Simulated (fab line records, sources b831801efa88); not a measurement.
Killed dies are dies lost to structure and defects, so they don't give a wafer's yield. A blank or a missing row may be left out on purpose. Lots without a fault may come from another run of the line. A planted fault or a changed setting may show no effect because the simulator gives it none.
Problem report in the 8D (eight disciplines) form, filled by code | flow sky130 | the parts of the form that need people (team, actions taken, sign-off) are left out

1. THE PROBLEM
spin_speed_rpm at SKY_VIA2_COAT_07 reads a mean of 2952.9 rpm on 9 wafers of 3 lots; wafers without a fault read 3000.3 rpm with a standard deviation of 2.1. That is -23 standard deviations from the usual mean.
The step: resist thk 450 nm.
First seen on wafer L806.1, day 40 15:00, on litho_track-01. The record holds 39 wafers of 13 lots with a number at this step. Rule for "out", or "out of limits": more than 4 standard deviations from the usual mean. The other wafers with a number count as sound.

2. WHAT IT IS AND WHAT IT IS NOT
question                    | is                     | is not
which readings at this step | spin_speed_rpm         | exhaust_pa
which lots                  | L806, L807, L808       | L791, L792, L793, L797, L798, L801, L803, L809, L812, L813
which wafers of those lots  | all that have a number | -
read on which tools         | litho_track-01         | litho_track-02, litho_track-04
when                        | from day 40 15:00      | up to then (21 sound wafers); but 9 sound wafers of L809, L812, L813 came after

3. SUSPECTS, AND WHAT RULES EACH OUT
Counting: a tool at a process step up to the reading stays a suspect if it ran every lot that is out and no sound lot after the first of them.
- litho_track-01 at SKY_VIA2_COAT_07 (resist thk 450 nm): kept. It ran every lot that is out, first L806 (day 40 15:00), and no sound lot after that; its last sound lot up to then is L803 (day 39 17:00). Its own readings are out on those wafers: spin_speed_rpm.
Left after counting: litho_track-01 at SKY_VIA2_COAT_07.

4. THE CAUSE (what the simulator had put in)
Process parameter drift: litho_track-01, from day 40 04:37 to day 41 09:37, at SKY_VIA2_COAT_07. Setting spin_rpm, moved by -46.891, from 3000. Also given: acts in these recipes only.
Counting left only this tool.

5. THE CHAIN OF EFFECTS, in route order
Each row: a reading whose mean over the struck wafers that have a number lies more than 3 standard deviations from the usual. Only readings for which the record gives a usual standard deviation are gone through. hours: the time from each lot's start at the first step in this table that gives one to its start at this step, as a median over the lots. sigmas: the change in usual standard deviations.
hours | step             | reading        | usual      | on struck wafers | change | sigmas
0     | SKY_VIA2_COAT_07 | spin_speed_rpm | 3000.3 rpm | 2952.9           | -47.4  | -23
The process steps in it:
- SKY_VIA2_COAT_07: resist thk 450 nm.

6. WHAT WOULD HAVE CAUGHT IT SOONER
In this record the first reading out of limits was taken at day 40 15:00, 10 hours after the fault began at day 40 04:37.
